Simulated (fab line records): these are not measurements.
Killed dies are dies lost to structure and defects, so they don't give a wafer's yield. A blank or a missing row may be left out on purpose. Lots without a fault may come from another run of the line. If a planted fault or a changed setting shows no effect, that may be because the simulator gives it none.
Split-lot study :: flow sky130 :: 5 lots, 23 wafers read, on a route of 708 steps

## SPLIT DETAILS
At SKY_METAL4_METAL_ETCH_18 (etches the open film in Cl2/BCl3, stops on SiO2, target depth 845 nm, time 183.1 s), the setting time s was moved away from the recipe's 183.1 s on 11 of the 23 wafers read, by +4.3% to +11.7%. All remaining wafers had this setting at the recipe value.

The split's own step is where the reading is taken.

## THE READING
KrF-thick_of_METAL4_COAT_08.thk nm (the simulator's own value, which no gauge read), in nm, at SKY_METAL4_METAL_ETCH_18 (etches the open film in Cl2/BCl3, stops on SiO2, target depth 845 nm, time 183.1 s). The file gives no usual value for it. Here, 12 wafers ran the recipe; their average is 519.0 nm with a standard deviation of 5.5 nm.

wafer: L075.1
tool, chamber at the split: rie metal-01, 0
time s as run, s: 183.1
against the recipe: recipe
KrF-thick_of_METAL4_COAT_08.thk nm, nm: 521.3
against lot-mates on the recipe: -

wafer: L075.2
tool, chamber at the split: rie metal-01, 0
time s as run, s: 199.7
against the recipe: +9.1%
KrF-thick_of_METAL4_COAT_08.thk nm, nm: 465.2
against lot-mates on the recipe: -56.9

wafer: L075.3
tool, chamber at the split: rie metal-01, 0
time s as run, s: 199.7
against the recipe: +9.1%
KrF-thick_of_METAL4_COAT_08.thk nm, nm: 471.2
against lot-mates on the recipe: -50.9

wafer: L075.4
tool, chamber at the split: rie metal-01, 0
time s as run, s: 183.1
against the recipe: recipe
KrF-thick_of_METAL4_COAT_08.thk nm, nm: 523
against lot-mates on the recipe: -

wafer: L075.6
tool, chamber at the split: rie metal-01, 0
time s as run, s: 199.7
against the recipe: +9.1%
KrF-thick_of_METAL4_COAT_08.thk nm, nm: 470.4
against lot-mates on the recipe: -51.8

wafer: L077.2
tool, chamber at the split: rie metal-01, 1
time s as run, s: 183.1
against the recipe: recipe
KrF-thick_of_METAL4_COAT_08.thk nm, nm: 528.1
against lot-mates on the recipe: -

wafer: L077.3
tool, chamber at the split: rie metal-01, 1
time s as run, s: 183.1
against the recipe: recipe
KrF-thick_of_METAL4_COAT_08.thk nm, nm: 519.1
against lot-mates on the recipe: -

wafer: L077.5
tool, chamber at the split: rie metal-01, 1
time s as run, s: 183.1
against the recipe: recipe
KrF-thick_of_METAL4_COAT_08.thk nm, nm: 517.7
against lot-mates on the recipe: -

wafer: L079.1
tool, chamber at the split: rie metal-04, 0
time s as run, s: 183.1
against the recipe: recipe
KrF-thick_of_METAL4_COAT_08.thk nm, nm: 516.2
against lot-mates on the recipe: -

wafer: L079.2
tool, chamber at the split: rie metal-04, 1
time s as run, s: 204.5
against the recipe: +11.7%
KrF-thick_of_METAL4_COAT_08.thk nm, nm: 460.5
against lot-mates on the recipe: -54.9

wafer: L079.4
tool, chamber at the split: rie metal-04, 0
time s as run, s: 183.1
against the recipe: recipe
KrF-thick_of_METAL4_COAT_08.thk nm, nm: 509.4
against lot-mates on the recipe: -

wafer: L079.5
tool, chamber at the split: rie metal-04, 1
time s as run, s: 183.1
against the recipe: recipe
KrF-thick_of_METAL4_COAT_08.thk nm, nm: 520.7
against lot-mates on the recipe: -

wafer: L079.6
tool, chamber at the split: rie metal-04, 0
time s as run, s: 204.5
against the recipe: +11.7%
KrF-thick_of_METAL4_COAT_08.thk nm, nm: 454.4
against lot-mates on the recipe: -61.0

wafer: L081.1
tool, chamber at the split: rie metal-03, 0
time s as run, s: 197
against the recipe: +7.6%
KrF-thick_of_METAL4_COAT_08.thk nm, nm: 494.6
against lot-mates on the recipe: -17.9

wafer: L081.2
tool, chamber at the split: rie metal-03, 1
time s as run, s: 183.1
against the recipe: recipe
KrF-thick_of_METAL4_COAT_08.thk nm, nm: 509.1
against lot-mates on the recipe: -

wafer: L081.3
tool, chamber at the split: rie metal-03, 0
time s as run, s: 197
against the recipe: +7.6%
KrF-thick_of_METAL4_COAT_08.thk nm, nm: 497.4
against lot-mates on the recipe: -15.1

wafer: L081.4
tool, chamber at the split: rie metal-03, 1
time s as run, s: 183.1
against the recipe: recipe
KrF-thick_of_METAL4_COAT_08.thk nm, nm: 515.8
against lot-mates on the recipe: -

wafer: L081.6
tool, chamber at the split: rie metal-03, 0
time s as run, s: 197
against the recipe: +7.6%
KrF-thick_of_METAL4_COAT_08.thk nm, nm: 500.2
against lot-mates on the recipe: -12.3

wafer: L085.1
tool, chamber at the split: rie metal-03, 0
time s as run, s: 190.9
against the recipe: +4.3%
KrF-thick_of_METAL4_COAT_08.thk nm, nm: 519.4
against lot-mates on the recipe: -4.4

wafer: L085.2
tool, chamber at the split: rie metal-03, 1
time s as run, s: 183.1
against the recipe: recipe
KrF-thick_of_METAL4_COAT_08.thk nm, nm: 523.7
against lot-mates on the recipe: -

wafer: L085.4
tool, chamber at the split: rie metal-03, 1
time s as run, s: 183.1
against the recipe: recipe
KrF-thick_of_METAL4_COAT_08.thk nm, nm: 523.8
against lot-mates on the recipe: -

wafer: L085.5
tool, chamber at the split: rie metal-03, 1
time s as run, s: 190.9
against the recipe: +4.3%
KrF-thick_of_METAL4_COAT_08.thk nm, nm: 497.7
against lot-mates on the recipe: -26.1

wafer: L085.6
tool, chamber at the split: rie metal-03, 0
time s as run, s: 190.9
against the recipe: +4.3%
KrF-thick_of_METAL4_COAT_08.thk nm, nm: 520.1
against lot-mates on the recipe: -3.6

FIT RESULTS
A straight line over all 23 wafers: KrF-thick_of_METAL4_COAT_08.thk nm changes by -4.8 nm for each +1% of time s; r = -0.91; the points scatter about the line by 9.8 nm.
The same after taking each lot's own level away (the mean of its wafers on the recipe; 23 wafers): -4.62 nm for each +1%; r = -0.89; scatter 10 nm.
According to that fit, moving time s by its largest amount changes the reading by 54 nm.
The lots' own levels span 512.45 to 523.75 nm, that is 2.1 times the standard deviation above.
The two slopes are in agreement: the lot-to-lot level therefore moves the slope only a little.
Check: -51.5 nm against its lot-mates is what the line predicts for one of the wafers moved furthest among these (+11.7%) when that wafer is left out of the fit. It came out at -54.9 nm against them.

## THE OTHER SPLITS THESE WAFERS WENT THROUGH
Before the reading, these wafers also passed through other splits. Each is held against what the fit with the lots' levels taken away leaves over:
other split on the same wafers: SKY_CAPM_COAT_07 spin rpm
wafers away from the commonest value: 6
r with KrF-thick_of_METAL4_COAT_08.thk nm (lot level and that fit taken away): +0.20

other split on the same wafers: SKY_VIA3_CMP_02 leave above ref nm
wafers away from the commonest value: 9
r with KrF-thick_of_METAL4_COAT_08.thk nm (lot level and that fit taken away): -0.29

other split on the same wafers: SKY_VIA3_DEVELOP_11 dev temp c
wafers away from the commonest value: 9
r with KrF-thick_of_METAL4_COAT_08.thk nm (lot level and that fit taken away): -0.11

other split on the same wafers: SKY_VIA3_STRIP_16 pressure mtorr
wafers away from the commonest value: 18
r with KrF-thick_of_METAL4_COAT_08.thk nm (lot level and that fit taken away): -0.18

other split on the same wafers: SKY_CAP2M_COAT_07 spin rpm
wafers away from the commonest value: 9
r with KrF-thick_of_METAL4_COAT_08.thk nm (lot level and that fit taken away): +0.05

## THE WHOLE CHAIN: every reading that the file lists as answering this split, in the file's order
step: SKY_METAL4_METAL_ETCH_18
what it does: etches the open film in Cl2/BCl3, stops on SiO2, target depth 845 nm, time 183.1 s
reading: KrF-thick_of_METAL4_COAT_08.thk nm (the simulator's own value, which no gauge read)
change (the file's fit): -4.49 nm for each +1% of the setting
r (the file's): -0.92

step: SKY_METAL4_STRIP_19
what it does: strips in O2/N2
reading: strip time to endpoint s
change (the file's fit): withheld for each +1% of the setting
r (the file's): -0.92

## THE FILE'S OWN FIT
KrF-thick_of_METAL4_COAT_08.thk nm changes by -4.49 nm for each +1% of time s, r = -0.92.
